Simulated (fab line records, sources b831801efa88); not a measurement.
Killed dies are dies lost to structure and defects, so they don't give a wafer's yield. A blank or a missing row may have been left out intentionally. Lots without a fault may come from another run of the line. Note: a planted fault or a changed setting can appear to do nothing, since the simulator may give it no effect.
Which tool is to blame? | flow gf180mcu | 6 lots, 18 wafers sampled, at 2 steps of a route of 602

== WHAT THE GAUGES SHOWED, per wafer ==
GF_HV_LDD_CD_MEAS_46: the cd target is 400 nm.
lot  | measured     | on       | cdNm (nm)
L449 | day 13 10:00 | cdSem-01 | 403.4 399.8 400.6
L458 | day 16 09:14 | cdSem-02 | 400.0 401.1 399.4
L460 | day 17 03:30 | cdSem-01 | 398.5 399.5 398.9
L464 | day 18 07:22 | cdSem-02 | 404.4 400.7 403.1
L467 | day 19 13:20 | cdSem-01 | 401.7 402.4 402.0
L469 | day 19 20:48 | cdSem-01 | 399.6 398.9 398.9

== WHICH TOOL RAN EACH LOT (tool, then ch and the chambers of the sampled wafers, then the start) ==
lot  | GF_HV_LDD_EXPOSE_43
L449 | ilineStepper-01 ch 0, day 13 00:09
L458 | ilineStepper-01 ch 0, day 15 22:45
L460 | ilineStepper-01 ch 0, day 16 16:19
L464 | ilineStepper-02 ch 0, day 17 20:02
L467 | ilineStepper-01 ch 0, day 19 01:29
L469 | ilineStepper-02 ch 0, day 19 09:00
- GF_HV_LDD_EXPOSE_43: exposes mask Pplus HV AREA, target cd 400 nm.

== THE ANSWER, worked out from the rows above alone ==
Rule: the usual values come from the lots themselves. The widest of any qualifying gaps counts: lots, ordered by their means at a reading, are off when they make up no more than a third of the lots, leave a main group of 4 or more, and stand apart from it by 3 or more times the standard deviation of that group's means. A main group whose means are all the same, to the digits that the tables above print for the reading, isn't used. A lot without any number at a reading at which 4 lots or more have one is off too. All remaining lots with rows at the step are treated as sound.
Nothing can be told from this: no lot is off at any reading shown.

== WHAT WAS PUT IN BY THE SIMULATOR ==
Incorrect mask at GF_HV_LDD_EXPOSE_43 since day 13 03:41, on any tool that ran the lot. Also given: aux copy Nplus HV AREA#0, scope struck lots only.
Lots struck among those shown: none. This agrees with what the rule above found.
